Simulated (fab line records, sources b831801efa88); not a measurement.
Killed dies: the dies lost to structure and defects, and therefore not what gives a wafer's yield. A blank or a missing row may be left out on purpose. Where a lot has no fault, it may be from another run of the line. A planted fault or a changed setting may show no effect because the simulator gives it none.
8D (eight disciplines) problem report, filled in by code | flow sky130 | the parts of the form that need people (team, actions taken, sign-off) are left out

1. WHAT IS WRONG
Wafers without a fault read 90.000, standard deviation 0.016; ramp-down-c-per-s at SKY_SD_N_RTA_14 reads a mean of 35.998 on 6 wafers belonging to 2 lots. So: -99 or more standard deviations from the usual mean.
The step: time 2 s.
The first sign was on wafer L574.3 at day 32 07:18, on rtp-anneal-02. At this step, 18 wafers from 6 lots have a number in the record. Rule for "out", or "out of limits": more than 4 standard deviations from the usual mean. The rest of the wafers with a number are treated as sound.

2. WHAT IT IS; WHAT IT IS NOT
question                    | is                     | is not
which readings at this step | ramp-down-c-per-s      | chamber-o2-ppm, lamp-power-pct, wafer_temp_C_max
which lots                  | L574, L576             | L563, L565, L579, L583
which wafers of those lots  | all that have a number | -
read on which tools         | rtp-anneal-02          | rtp-anneal-01
when                        | from day 32 07:18      | up to then (6 sound wafers); but 6 sound wafers of L579, L583 came after

3. THE SUSPECTS, EACH WITH WHAT RULES IT OUT
Counting: any tool at a process step up to the reading is kept as a suspect provided that every lot that is out went through it and no sound lot did after the first of them.
- plasma-asher-01 at SKY_SD_N_STRIP_11 (strips in O2/N2): ruled out as a lasting fault. The sound lots L579, L583 went through it after L574, its earliest lot that is out (day 32 07:07).
- rtp-anneal-02 at SKY_SD_N_RTA_14 (time 2 s): kept. Every lot that is out went through it, starting with L574 (day 32 07:18), and after that it ran no sound lot; the last sound lot it ran before then is L563 (day 28 14:23). Out on those wafers are its own readings of ramp-down-c-per-s.
Left after counting: rtp-anneal-02 at SKY_SD_N_RTA_14.

4. THE CAUSE (what the simulator had put in)
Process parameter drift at SKY_SD_N_RTA_14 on rtp-anneal-02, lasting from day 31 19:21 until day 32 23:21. The setting ramp-down-c-per-s was moved by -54, starting from 90. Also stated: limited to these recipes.
This tool alone remained once counting was done.

5. THE CHAIN OF EFFECTS, in route order
One row per reading whose mean, taken over the struck wafers that have a number, lies over 3 standard deviations from the usual. Readings are gone through only where the record gives a usual standard deviation; hours: the median, over the lots, of the time from a lot's start at the first step in this table giving one to that lot's start at this step; sigmas: the change measured in usual standard deviations.
hours | step            | reading           | usual  | on struck wafers | change  | sigmas
0     | SKY_SD_N_RTA_14 | ramp-down-c-per-s | 90.000 | 35.998           | -54.002 | -99 or more
Here are the process steps it includes:
- SKY_SD_N_RTA_14: time 2 s.

6. HOW IT WOULD HAVE BEEN CAUGHT EARLIER
12 hours passed between the start of the fault at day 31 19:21 and the first reading out of limits in this record, taken at day 32 07:18.
